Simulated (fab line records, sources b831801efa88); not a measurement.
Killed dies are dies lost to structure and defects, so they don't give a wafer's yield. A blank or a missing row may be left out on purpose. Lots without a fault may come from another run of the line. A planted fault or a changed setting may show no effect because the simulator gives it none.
Tool commonality check | flow gf180mcu | 12 lots, 36 wafers sampled

WHY IT WAS OPENED
At GF_TOP_METAL_CD_MEAS_14 the reading cd_nm is flagged on 3 of 12 lots. Wafers without a fault read 440.4 nm, standard deviation 2.5.
Rule: a lot is flagged when every wafer of it that has a number lies more than 4 standard deviations from that mean, or none has a number. The other lots count as sound.

lot  | measured     | on        | cd_nm (nm), wafer by wafer | flag
L507 | day 28 01:14 | cd_sem-01 | 442.0 443.8 439.9          |
L508 | day 28 11:04 | cd_sem-01 | 438.3 438.7 437.6          |
L510 | day 29 10:25 | cd_sem-02 | 462.9 462.9 464.1          | FLAGGED
L513 | day 30 00:45 | cd_sem-01 | 460.4 460.0 461.3          | FLAGGED
L514 | day 30 05:13 | cd_sem-02 | 459.9 456.7 458.1          | FLAGGED
L521 | day 32 06:04 | cd_sem-01 | 441.7 442.1 440.9          |
L522 | day 32 15:28 | cd_sem-02 | 438.5 439.7 437.4          |
L523 | day 32 17:37 | cd_sem-02 | 438.2 436.9 436.0          |
L525 | day 33 06:10 | cd_sem-01 | 434.7 436.0 435.1          |
L526 | day 33 08:10 | cd_sem-02 | 442.9 441.2 441.5          |
L528 | day 33 20:31 | cd_sem-01 | 442.8 444.0 442.2          |
L529 | day 34 02:26 | cd_sem-02 | 439.6 439.1 438.8          |
The numbers of the flagged lots are 460.7 nm on average: +20.3 nm against the usual, or +8 standard deviations.

WHICH TOOL RAN EACH LOT
The record holds 2 process steps before the reading, out of a route of 602 steps. In each cell: the tool, then ch and the chambers that the sampled wafers went through, then the start.
lot  | flag    | GF_V4_CVD_02                    | GF_TOP_METAL_COAT_09
L507 |         | pecvd-01 ch 0,1,2, day 23 08:59 | litho_track-04 ch 0, day 27 15:02
L508 |         | pecvd-02 ch 1,2, day 23 19:18   | litho_track-04 ch 0, day 28 00:57
L510 | FLAGGED | pecvd-03 ch 0,2, day 24 16:44   | litho_track-04 ch 0, day 29 00:35
L513 | FLAGGED | pecvd-02 ch 0,2, day 25 14:30   | litho_track-04 ch 0, day 29 15:12
L514 | FLAGGED | pecvd-01 ch 0,1,2, day 25 21:17 | litho_track-04 ch 0, day 29 19:15
L521 |         | pecvd-03 ch 0,1, day 28 06:25   | litho_track-01 ch 0, day 31 21:55
L522 |         | pecvd-03 ch 1,2, day 28 16:33   | litho_track-01 ch 0, day 32 07:22
L523 |         | pecvd-03 ch 0,1,2, day 28 17:58 | litho_track-04 ch 0, day 32 09:26
L525 |         | pecvd-02 ch 0,1, day 29 09:50   | litho_track-04 ch 0, day 32 22:02
L526 |         | pecvd-03 ch 0,2, day 29 12:45   | litho_track-03 ch 0, day 33 00:12
L528 |         | pecvd-02 ch 0,2, day 30 03:50   | litho_track-01 ch 0, day 33 13:02
L529 |         | pecvd-01 ch 0,1,2, day 30 10:02 | litho_track-01 ch 0, day 33 18:38
What these steps do:
- GF_V4_CVD_02: deposits SiO2 from TEOS, target thk 850 nm, time 94.851 s.
- GF_TOP_METAL_COAT_09: resist thk 1500 nm.
- GF_TOP_METAL_CD_MEAS_14: target cd 440 nm.

FLAGGED OVER TOTAL, TOOL BY TOOL (the gauges that took the reading come last)
step                    | tool           | lots run | flagged | share of the flagged lots | sound lots run after its first flagged lot
GF_V4_CVD_02            | pecvd-01       | 3        | 1       | some                      | 1 (L529)
GF_V4_CVD_02            | pecvd-02       | 4        | 1       | some                      | 2 (L525,L528)
GF_V4_CVD_02            | pecvd-03       | 5        | 1       | some                      | 4 (L521,L522,L523,L526)
GF_TOP_METAL_COAT_09    | litho_track-01 | 4        | 0       | none                      | -
GF_TOP_METAL_COAT_09    | litho_track-03 | 1        | 0       | none                      | -
GF_TOP_METAL_COAT_09    | litho_track-04 | 7        | 3       | all                       | 2 (L523,L525)
GF_TOP_METAL_CD_MEAS_14 | cd_sem-01      | 6        | 1       | some                      | 3 (L521,L525,L528)
GF_TOP_METAL_CD_MEAS_14 | cd_sem-02      | 6        | 2       | some                      | 4 (L522,L523,L526,L529)

WHAT THE TABLE ALLOWS
1 row of the table ran every flagged lot: litho_track-04 at GF_TOP_METAL_COAT_09.
- litho_track-04 at GF_TOP_METAL_COAT_09: 3 of its 7 lots flagged. Sound lots ran on it after the first flagged one (L523, L525), which a lasting fault on the whole tool wouldn't allow.
No row of the table ran every flagged lot and no sound lot after the first.

WHAT THE SIMULATOR HAD PUT IN
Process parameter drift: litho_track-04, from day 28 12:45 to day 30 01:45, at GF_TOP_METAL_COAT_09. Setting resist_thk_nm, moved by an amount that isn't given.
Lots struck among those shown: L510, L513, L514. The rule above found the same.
